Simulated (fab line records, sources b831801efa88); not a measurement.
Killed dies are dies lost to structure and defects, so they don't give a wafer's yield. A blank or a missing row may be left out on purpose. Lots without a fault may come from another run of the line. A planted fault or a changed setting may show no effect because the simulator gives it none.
One fault seen from 2 desks | flow gf180mcu | each desk has only its own numbers; what lay behind them comes last

THE TOOL OWNER'S DESK: pvd_sputter-01
The tool's own readings at GF_V3_SPUTTER_22 (material TiN, target thk 10 nm, time 40 s): means of the sampled wafers that have a number, for each lot that ran on this tool. A lot is out of limits, marked OUT, if its mean lies more than 4 standard deviations from the usual mean; the brackets give that distance.
Columns: A = cathode_dc_power_W at GF_V3_SPUTTER_22, usual 4000.1 W; B = throttle_valve_pct at GF_V3_SPUTTER_22, usual 29.9 %
lot  | first seen here | A      | B
L441 | day 22 10:28    | 4000.3 | 29.9
L451 | day 26 15:38    | 3999.1 | 30.6
L452 | day 26 22:09    | 4000.3 | 30.0
L462 | day 29 09:13    | 3999.6 | 29.7
L464 | day 29 19:24    | 3999.2 | 29.7
This desk's finding: nothing out of limits on any of the 5 lots.

THE METROLOGY DESK
What the gauges read, lot by lot, whatever tool the lot ran on: means of the sampled wafers that have a number. A lot is out of limits, marked OUT, if its mean lies more than 4 standard deviations from the usual mean; the brackets give that distance.
Columns: A = MIM_ALCU_THK at GF_MIM_THK_MEAS_11, usual 203.7 nm; B = V5_W_RS at GF_V5_RS_MEAS_24, usual 0.327 ohm/sq
lot  | first seen here | A     | B
L441 | day 24 11:43    | 200.5 | 0.335
L442 | day 24 20:58    | 204.4 | 0.327
L451 | day 28 11:07    | 203.2 | 0.328
L452 | day 28 17:17    | 202.4 | 0.326
L453 | day 29 05:46    | 199.7 | 0.326
L455 | day 29 12:16    | 205.9 | 0.332
L457 | day 30 00:13    | 206.8 | 0.328
L459 | day 30 04:58    | 205.2 | 0.331
L461 | day 30 18:59    | 202.3 | 0.322
L462 | day 31 01:37    | 204.9 | 0.325
L463 | day 31 10:32    | 202.4 | 0.330
L464 | day 31 11:54    | 204.3 | 0.325
This desk's finding: nothing out of limits on any of the 12 lots.

PUT TOGETHER
The tool owner's desk saw nothing out of limits.
The metrology desk saw nothing out of limits.

WHAT THE SIMULATOR HAD PUT IN
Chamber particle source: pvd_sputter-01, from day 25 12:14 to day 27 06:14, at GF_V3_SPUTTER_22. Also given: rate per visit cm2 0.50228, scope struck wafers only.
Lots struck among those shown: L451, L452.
